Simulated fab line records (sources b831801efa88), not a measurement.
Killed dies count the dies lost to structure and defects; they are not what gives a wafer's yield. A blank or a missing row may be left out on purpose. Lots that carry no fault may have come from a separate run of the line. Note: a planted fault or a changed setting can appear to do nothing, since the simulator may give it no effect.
A single fault, viewed from 2 desks | flow gf180mcu | only its own numbers are on each desk; what lay behind them is given at the end

== THE TOOL OWNER'S DESK: pvd sputter-03 ==
The tool's own readings at GF_M3_SPUTTER_01 (material TiN, target thk 30 nm, time 25 s): means of the sampled wafers that have a number, for each lot that ran on this tool. Marked OUT: a lot whose mean sits more than 4 standard deviations from the usual mean, which makes it out of limits; the brackets give that distance.
Columns: A = cathode dc power W at GF_M3_SPUTTER_01, usual 6499.9 W; B = chamber pressure pa at GF_M3_SPUTTER_01, usual 0.4000 Pa; C = throttle valve pct at GF_M3_SPUTTER_01, usual 29.8 %
lot  | first seen here | A      | B      | C
L846 | day 25 07:55    | 6499.6 | 0.3996 | 29.3
L847 | day 25 15:35    | 6499.3 | 0.4005 | 29.8
This desk found nothing out of limits on any of the 2 lots.

== THE METROLOGY DESK ==
What the gauges read, lot by lot, whatever tool the lot ran on: means of the sampled wafers that have a number. Marked OUT: a lot whose mean sits more than 4 standard deviations from the usual mean, which makes it out of limits; the brackets give that distance.
Columns: A = V2_CVD_00_THK at GF_V2_THK_MEAS_01, usual 601 nm
lot  | first seen here | A
L833 | day 19 05:48    | 617
L834 | day 19 20:26    | 601
L835 | day 19 23:47    | 592
L836 | day 20 13:35    | 597
L837 | day 21 06:14    | 603
L839 | day 21 20:18    | 607
L843 | day 23 05:31    | 606
L846 | day 24 08:01    | 595
L847 | day 24 15:43    | 611
L848 | day 25 02:17    | 597
L849 | day 25 10:37    | 605
L850 | day 25 13:26    | 605
L855 | day 27 00:22    | 603
L856 | day 27 08:49    | 603
This desk found nothing out of limits on any of the 14 lots.

== PUT TOGETHER ==
The desk of the tool owner found nothing out of limits.
From the metrology desk's view, nothing was out of limits.

== WHAT WAS PUT IN BY THE SIMULATOR ==
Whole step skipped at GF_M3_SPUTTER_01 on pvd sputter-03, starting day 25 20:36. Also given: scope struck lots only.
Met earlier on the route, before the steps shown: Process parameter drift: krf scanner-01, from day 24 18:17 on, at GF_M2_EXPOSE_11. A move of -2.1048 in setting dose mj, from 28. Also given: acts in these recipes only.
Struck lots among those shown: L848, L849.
